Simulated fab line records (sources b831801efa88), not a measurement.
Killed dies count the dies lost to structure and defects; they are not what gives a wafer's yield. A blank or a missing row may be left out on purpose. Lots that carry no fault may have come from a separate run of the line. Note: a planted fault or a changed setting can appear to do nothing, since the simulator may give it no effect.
What tool caused it? -- flow sky130 -- 24 lots, 72 wafers sampled, at 3 steps of a route of 708

== WHAT EACH GAUGE READ, for each wafer ==
SKY_METAL2_CD_MEAS_15: target cd 140 nm. Usual: cd nm reads 139.7 nm (standard deviation 1.8).
lot,measured,on,cd nm (nm),flag
L075,day 35 22:20,cd sem-02,142.9 141.7 141.0,
L077,day 36 16:08,cd sem-02,141.6 141.3 143.1,
L074,day 36 16:49,cd sem-02,138.5 141.4 139.7,
L076,day 36 17:08,cd sem-01,139.2 137.9 138.4,
L078,day 36 18:05,cd sem-02,140.4 140.1 140.1,
L079,day 36 21:19,cd sem-01,138.3 139.2 139.1,
L080,day 37 02:41,cd sem-01,136.4 135.2 136.6,
L081,day 37 10:16,cd sem-02,136.9 136.9 137.1,
L082,day 37 22:49,cd sem-01,139.1 139.9 139.6,
L084,day 38 09:29,cd sem-01,139.7 139.2 140.4,
L083,day 38 10:09,cd sem-01,139.7 139.8 138.8,
L085,day 38 12:56,cd sem-02,137.6 138.2 137.2,
L086,day 39 11:17,cd sem-02,142.0 140.2 141.2,
L088,day 40 04:49,cd sem-01,139.0 140.7 141.7,
L087,day 40 12:07,cd sem-02,137.4 137.4 137.7,
L090,day 40 16:58,cd sem-02,141.1 142.7 140.4,
L089,day 40 17:50,cd sem-02,141.1 141.1 139.3,
L092,day 41 01:05,cd sem-02,141.9 140.9 141.5,
L091,day 41 02:34,cd sem-01,140.7 139.7 139.6,
L093,day 41 08:25,cd sem-01,137.6 136.6 137.4,
L094,day 41 14:41,cd sem-01,138.9 140.8 141.5,
L095,day 42 01:48,cd sem-02,139.0 141.1 139.4,
L096,day 42 05:38,cd sem-02,142.1 142.3 142.7,
L097,day 42 10:04,cd sem-01,139.3 138.1 138.6,

SKY_VIA2_OVL_MEAS_13. Usual: for VIA2_OVL the level is -2 nm and the standard deviation is 5.3.
lot,measured,on,VIA2_OVL (nm),flag
L075,day 37 02:23,overlay-01,-1 -5 2,
L077,day 37 19:23,overlay-02,-4 -3 -2,
L074,day 37 20:14,overlay-02,5 -7 -3,
L076,day 37 20:35,overlay-01,-6 -10 -11,
L078,day 37 21:29,overlay-02,6 8 3,
L079,day 38 00:59,overlay-02,1 -1 -2,
L080,day 38 06:04,overlay-02,4 4 6,
L081,day 38 13:29,overlay-02,3 1 0,
L082,day 39 01:31,overlay-01,4 0 4,
L084,day 39 11:59,overlay-01,-6 -3 -2,
L083,day 39 12:51,overlay-02,2 -4 -4,
L085,day 39 15:26,overlay-02,-9 -9 -9,
L086,day 40 13:59,overlay-02,0 0 2,
L088,day 41 06:47,overlay-02,-4 -7 -3,
L087,day 41 12:50,overlay-02,-3 -12 -10,
L090,day 41 18:11,overlay-02,6 -3 -1,
L089,day 41 19:47,overlay-01,7 10 1,
L092,day 42 01:50,overlay-02,0 -1 -2,
L091,day 42 04:40,overlay-01,-4 2 2,
L093,day 42 09:14,overlay-01,3 -4 -3,
L094,day 42 15:53,overlay-01,-8 -5 -6,
L095,day 43 01:59,overlay-01,-3 -10 -3,
L096,day 43 06:41,overlay-02,-10 -6 -9,
L097,day 43 11:02,overlay-01,0 -10 -2,

== EACH LOT AND THE TOOL THAT RAN IT (in order: tool; ch and the chambers of the sampled wafers; start) ==
lot,SKY_METAL1_METAL_ETCH_19
L075,"rie metal-02 ch 0,1, day 33 15:10"
L077,"rie metal-02 ch 1, day 34 09:11"
L074,"rie metal-04 ch 0,1, day 34 09:23"
L076,"rie metal-01 ch 0,1, day 34 09:51"
L078,"rie metal-02 ch 0,1, day 34 10:58"
L079,"rie metal-01 ch 0,1, day 34 14:07"
L080,"rie metal-01 ch 0,1, day 34 19:01"
L081,"rie metal-04 ch 0,1, day 35 04:13"
L082,"rie metal-04 ch 0,1, day 35 16:03"
L084,"rie metal-04 ch 0, day 36 02:54"
L083,"rie metal-02 ch 0,1, day 36 04:23"
L085,"rie metal-04 ch 1, day 36 06:38"
L086,"rie metal-04 ch 0,1, day 37 05:59"
L088,"rie metal-01 ch 0,1, day 38 00:14"
L087,"rie metal-01 ch 0,1, day 38 06:50"
L090,"rie metal-04 ch 1, day 38 11:19"
L089,"rie metal-01 ch 0,1, day 38 13:29"
L092,"rie metal-02 ch 0,1, day 38 19:07"
L091,"rie metal-04 ch 0,1, day 38 22:52"
L093,"rie metal-01 ch 1, day 39 04:06"
L094,"rie metal-01 ch 0,1, day 39 11:36"
L095,"rie metal-01 ch 0,1, day 39 22:32"
L096,"rie metal-04 ch 0,1, day 40 02:22"
L097,"rie metal-02 ch 0,1, day 40 06:54"
- SKY_METAL1_METAL_ETCH_19: etches the open film in Cl2/BCl3, stops on SiO2, target depth 360 nm, time 78 s.

== AS READ BY THE TOOLS THEMSELVES (means over the sampled wafers that have a number; for cases with no such wafer, the mark the record gives instead) ==
SKY_METAL1_METAL_ETCH_19. Usual: drypump motor current A 5.7 A, standard deviation 0.46; oes product au 0.854 a.u., standard deviation 0.0066; throttle valve pct 22.264 %, standard deviation 0.0091.
lot,tool,drypump motor current A (A),oes product au (a.u.),throttle valve pct (%),flag
L075,rie metal-02,6.0,0.865,22.261,
L077,rie metal-02,6.0,0.855,22.257,
L074,rie metal-04,5.6,0.858,22.264,
L076,rie metal-01,5.6,0.854,22.268,
L078,rie metal-02,6.0,0.847,22.263,
L079,rie metal-01,5.7,0.851,22.269,
L080,rie metal-01,5.8,0.856,22.264,
L081,rie metal-04,5.2,0.852,22.263,
L082,rie metal-04,5.2,0.858,22.260,
L084,rie metal-04,4.8,0.853,22.264,
L083,rie metal-02,6.0,0.859,22.261,
L085,rie metal-04,6.0,0.859,22.263,
L086,rie metal-04,5.2,0.851,22.268,
L088,rie metal-01,5.8,0.853,22.263,
L087,rie metal-01,5.6,0.848,22.256,
L090,rie metal-04,6.0,0.866,22.274,
L089,rie metal-01,5.8,0.856,22.269,
L092,rie metal-02,6.0,0.859,22.255,
L091,rie metal-04,5.6,0.855,22.270,
L093,rie metal-01,5.4,0.855,22.259,
L094,rie metal-01,5.6,0.856,22.263,
L095,rie metal-01,5.6,0.853,22.266,
L096,rie metal-04,5.2,0.853,22.266,
L097,rie metal-02,5.9,0.852,22.265,

== THE ANSWER, worked out from the rows above alone ==
Rule: take the mean of a lot's wafers that have a number; if it is more than 3 standard deviations from the usual mean, the lot is off. A lot without any number at a reading at which 4 lots or more have one is off too. The other lots that the step has rows for count as sound. First the gauges in route order, then the tools' own readings, where a lot's mean is used as printed above. At the first step where some lot is off, the reading lying furthest off is the one used; lots without a number count as furthest.
No lot is off on any of the readings shown, so nothing can be concluded from this.

== WHAT THE SIMULATOR HAD INSERTED ==
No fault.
